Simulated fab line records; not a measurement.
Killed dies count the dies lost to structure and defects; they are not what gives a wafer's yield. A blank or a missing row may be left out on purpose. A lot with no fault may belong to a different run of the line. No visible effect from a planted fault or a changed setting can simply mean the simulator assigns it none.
fab line records | flow sky130 | part 2 of 2: steps 27 to 39 of 39
[record] lots = 5 wafers = 15 lastDay = 49
route steps=708 shown FIELD_ISO@5 NWELL@32 DNWELL@35
lots with no fault: from the same line, run without faults
startH: the number of hours between the record's first day and the start of the first shown wafer of the lot | waitH: how many hours have passed since the lot's step before this one | " same as the row above | L1.1+2: several wafers, shown together as one row | - either no value or no given start | * or withheld: withheld | < > ~ a bound
route shown NAME@n: NAME is a module with steps in the file, n the number in the route of the first one | usual: mean/standard deviation of fault-free wafers | same: alike in all rows | chamber/n: place in a boat | sites: each site's reading | _std_site: standard deviation of those values | _edge_site: mean of outer sites minus mean of inner sites | radiusMm: how far each site lies from the wafer's centre | mask NAME#n: copy n | behind: the tool/chamber that last shaped the wafer | hold: reason for holding the lot/hours on hold/outcome of the hold | device: names the non-switching transistor (n, p or np) | end of line: the route-end tests of the same wafers | a step given without rows: its recipe and nothing more | killed: not the wafer's yield, but the dies lost to structure and defects at the first sort | map: shows each die of a wafer: x if killed, . if not, _ if none is there
set.NAME: the run value of the setting; set.NAME@STEP: its run value at that earlier step | model.NAME: the simulator's own value behind a step, which no gauge read
certain route steps with their lots: each step a table, each wafer a row
services: the hour from which a tool's chamber was out of use, counted from the record's first day as startH (under 0 if before that day), plus the number of hours and why
[[steps]]
[step SKY_FIELD_ISO_WET_ETCH_30]
[recipe] chemistry = dHF targetDepthNm = 25 target = SiO2 dilution = 10:1 tempC = 25 timeS = 50
// columns lot.wafer tool chamber startH waitH
L078.1+2+5 wetBench-03 2 53.97 0.0
L079.1+3+6 wetBench-01 3 60.84 0.0
L080.1+2+4 wetBench-03 0 65.81 0.0
L091.2+5+6 wetBench-02 1 133.71 0.0
L093.4+5+6 wetBench-01 2 134.06 0.0
[step SKY_NWELL_CLEAN_00]
[recipe] chemistry = SC1/SC2 mix = 1:4:20 tempC = 70 timeS = 150 dry = n2Spin
[usual] bathGuardTempC = 70.1/0.52
// columns lot.wafer tool chamber startH waitH bathGuardTempC
L078.1 wetBench-02 0 53.99 0.0 69.5
L078.2 " 0 " " 69.5
L078.5 " 0 " " 69.5
L079.1 wetBench-02 3 60.86 0.0 70.6
L079.3 " 3 " " 70.6
L079.6 " 3 " " 70.6
L080.1 wetBench-02 3 65.83 0.0 70.3
L080.2 " 3 " " 70.2
L080.4 " 3 " " 70.2
L091.2 wetBench-01 3 133.73 0.0 70.0
L091.5 " 3 " " 69.7
L091.6 " 3 " " 70.1
L093.4 wetBench-03 3 134.08 0.0 71.0
L093.5 " 3 " " 70.9
L093.6 " 3 " " 71.2
[step SKY_NWELL_OXIDATION_01]
[recipe] tempC = 900 ambient = O2 stabiliseS = 600 purgeS = 300 targetThkA = 100 oxTimeS = 1418
[usual] spikeTcLowerC = 900.1/0.96 spikeTcUpperC = 899.6/0.99
// columns lot.wafer tool chamber startH waitH spikeTcLowerC spikeTcUpperC
L078.1 furnace-01 0 54.05 0.0 900.7 901.6
L078.2 " 0 " " 899.5 902.2
L078.5 " 0 " " 900.2 900.0
L079.1 furnace-02 0 61.63 0.7 900.7 899.5
L079.3 " 0 " " 899.3 898.5
L079.6 " 0 " " 898.7 900.2
L080.1 furnace-01 0 66.63 0.7 901.9 899.9
L080.2 " 0 " " 900.2 900.3
L080.4 " 0 " " 899.7 901.5
L091.2 furnace-02 0 137.26 3.5 900.2 899.0
L091.5 " 0 " " 900.2 901.8
L091.6 " 0 " " 902.2 899.5
L093.4 furnace-02 0 137.26 3.1 899.9 900.0
L093.5 " 0 " " 900.7 900.3
L093.6 " 0 " " 899.7 898.5
[step SKY_NWELL_THK_MEAS_02]
[recipe] reads = SiO2_of_NWELL_OXIDATION_01
[usual] NWELL_OXIDATION_THK = 10.00/0.21
// columns lot.wafer tool chamber startH waitH NWELL_OXIDATION_THK[nm]
L078.1 filmMetro-04 - 55.45 0.0 10.11
L078.2 " - " " 10.13
L078.5 " - " " 10.21
L079.1 filmMetro-02 - 63.03 0.0 10.14
L079.3 " - " " 10.11
L079.6 " - " " 10.12
L080.1 filmMetro-01 - 68.03 0.0 9.74
L080.2 " - " " 9.83
L080.4 " - " " 9.87
L091.2 filmMetro-04 - 138.67 0.0 10.19
L091.5 " - " " 10.33
L091.6 " - " " 10.23
L093.4 filmMetro-02 - 138.69 0.0 10.09
L093.5 " - " " 10.21
L093.6 " - " " 10.25
[step SKY_DNWELL_DEHYDRATE_00]
[recipe] tempC = 200 timeS = 60
// columns lot.wafer tool chamber startH waitH
L078.1+2+5 lithoTrack-04 0 62.80 7.3
L079.1+3+6 lithoTrack-03 0 71.00 8.0
L080.1+2+4 lithoTrack-04 0 76.05 8.0
L091.2+5+6 lithoTrack-01 0 147.99 9.3
L093.4+5+6 lithoTrack-04 0 148.13 9.4
[step SKY_DNWELL_HMDS_01]
[recipe] primeTimeS = 60 primeTempC = 120
[same] primeTimeS = 60
// columns lot.wafer tool chamber startH waitH
L078.1+2+5 lithoTrack-04 0 62.95 0.1
L079.1+3+6 lithoTrack-03 0 71.15 0.1
L080.1+2+4 lithoTrack-04 0 76.20 0.1
L091.2+5+6 lithoTrack-01 0 148.14 0.1
L093.4+5+6 lithoTrack-04 0 148.28 0.1
[step SKY_DNWELL_COAT_02]
[recipe] spinRpm = 2000 resistThkNm = 3000
[usual] spinSpeedRpm = 2000.1/1.3
// columns lot.wafer tool chamber startH waitH spinSpeedRpm
L078.1 lithoTrack-04 0 63.10 0.1 2000.1
L078.2 " 0 " " 1999.3
L078.5 " 0 " " 1999.9
L079.1 lithoTrack-03 0 71.30 0.1 1999.6
L079.3 " 0 " " 2000.9
L079.6 " 0 " " 2000.3
L080.1 lithoTrack-04 0 76.35 0.1 1999.7
L080.2 " 0 " " 1999.1
L080.4 " 0 " " 1999.4
L091.2 lithoTrack-01 0 148.29 0.1 2001.7
L091.5 " 0 " " 2002.2
L091.6 " 0 " " 2000.7
L093.4 lithoTrack-04 0 148.43 0.1 2000.2
L093.5 " 0 " " 2000.6
L093.6 " 0 " " 1998.2
[step SKY_DNWELL_SOFTBAKE_03]
[recipe] tempC = 110 timeS = withheld
// columns lot.wafer tool chamber startH waitH
L078.1+2+5 lithoTrack-04 0 63.25 0.1
L079.1+3+6 lithoTrack-03 0 71.45 0.1
L080.1+2+4 lithoTrack-04 0 76.50 0.1
L091.2+5+6 lithoTrack-01 0 148.44 0.1
L093.4+5+6 lithoTrack-04 0 148.60 0.1
[step SKY_DNWELL_EXPOSE_04]
[recipe] maskId = DNM na = 0.57 targetCdNm = 3000 doseMj = 222
// columns lot.wafer tool chamber startH waitH mask
L078.1+2+5 ilineStepper-02 0 - - DNM#0
L079.1+3+6 ilineStepper-01 0 - - DNM#0
L080.1+2+4 ilineStepper-01 0 - - DNM#0
L091.2+5+6 ilineStepper-02 0 - - DNM#0
L093.4+5+6 ilineStepper-01 0 - - DNM#0
[step SKY_DNWELL_PEB_05]
[recipe] tempC = 115 timeS = withheld
// columns lot.wafer tool chamber startH waitH
L078.1+2+5 lithoTrack-03 0 - -
L079.1+3+6 lithoTrack-01 0 - -
L080.1+2+4 lithoTrack-04 0 - -
L091.2+5+6 lithoTrack-03 0 - -
L093.4+5+6 lithoTrack-01 0 - -
[step SKY_DNWELL_DEVELOP_06]
[recipe] wallAngleDeg = 90 developer = TMAH developTimeS = 60 devTempC = 23
[same] developTimeS = 60
// columns lot.wafer tool chamber startH waitH
L078.1+2+5 lithoTrack-03 0 - -
L079.1+3+6 lithoTrack-01 0 - -
L080.1+2+4 lithoTrack-04 0 - -
L091.2+5+6 lithoTrack-03 0 - -
L093.4+5+6 lithoTrack-01 0 - -
[step SKY_DNWELL_IMPLANT_07]
[recipe] species = P energyKev = withheld doseCm2 = withheld tiltDeg = withheld
// columns lot.wafer tool chamber startH waitH
L078.1+2+5 implanter-04 0 72.00 -
L079.1+3+6 implanter-03 0 79.81 -
L080.1+2+4 implanter-04 0 84.75 -
L091.2+5+6 implanter-02 0 158.68 -
L093.4+5+6 implanter-04 0 158.74 -
[step SKY_DNWELL_STRIP_08]
[recipe] chemistry = O2/N2 powerW = 1400 pressureMtorr = 1500 platenTempC = withheld o2FlowSccm = 3000 n2FlowSccm = 300 overashFraction = 0.5
[usual] drypumpMotorCurrentA = 5.51/0.19 oesProductAu = 0.722/0.0043 stripTimeToEndpointS = 36.96/0.11
// columns lot.wafer tool chamber startH waitH drypumpMotorCurrentA oesProductAu rfHoursCounterH stripTimeToEndpointS
L078.1 plasmaAsher-02 0 72.15 0.1 5.81 0.719 25 36.79
L078.2 " 1 " " 5.54 0.727 25 36.80
L078.5 " 0 " " 5.83 0.711 - 36.78
L079.1 plasmaAsher-02 1 79.96 0.1 5.57 0.717 26 37.00
L079.3 " 0 " " 5.80 0.720 - 37.03
L079.6 " 1 " " 5.54 0.721 - 36.99
L080.1 plasmaAsher-04 0 84.90 0.1 5.60 0.724 40 37.00
L080.2 " 1 " " 5.44 0.724 40 36.95
L080.4 " 0 " " 5.61 0.716 - 36.95
L091.2 plasmaAsher-04 0 158.80 0.1 5.56 0.719 4 37.14
L091.5 " 0 " " 5.57 0.717 - 37.05
L091.6 " 1 " " 5.40 0.719 - 36.95
L093.4 plasmaAsher-02 1 158.84 0.1 5.55 0.718 - 36.75
L093.5 " 0 " " 5.86 0.718 - 36.81
L093.6 " 1 " " 5.55 0.726 - 36.84
[[services]]
// columns tool chamber startH hours kind
hdpcvd-01 - 20.35 0.7 repair
implanter-04 - 21.53 1.2 repair
wetBench-03 - 25.97 1.1 repair
wetBench-03 - 27.11 4.4 pm
krfScanner-01 - 34.33 0.8 pm
wetBench-02 - 38.14 8.2 repair
plasmaAsher-01 - 53.51 2.7 repair
rieSi-01 0 55.93 1.1 repair
hdpcvd-01 - 66.75 15.0 pm
rieDiel-02 0 68.68 4.7 repair
rieDiel-02 - 70.21 0.3 repair
cmp-02 - 78.94 2.8 repair
plasmaAsher-02 - 81.83 6.7 repair
implanter-04 - 88.33 5.7 repair
krfScanner-01 - 90.49 0.4 repair
cmp-02 - 90.65 18.4 pm
rieDiel-03 3 93.81 22.9 repair
rieDiel-03 0 96.97 3.1 repair
rieDiel-03 1 105.47 1.3 repair
rieDiel-03 - 116.00 0.1 repair
rieDiel-02 2 118.00 15.4 repair
furnace-01 - 121.24 9.1 repair
rieDiel-02 - 141.85 2.8 pm
cmp-02 - 152.61 2.6 repair
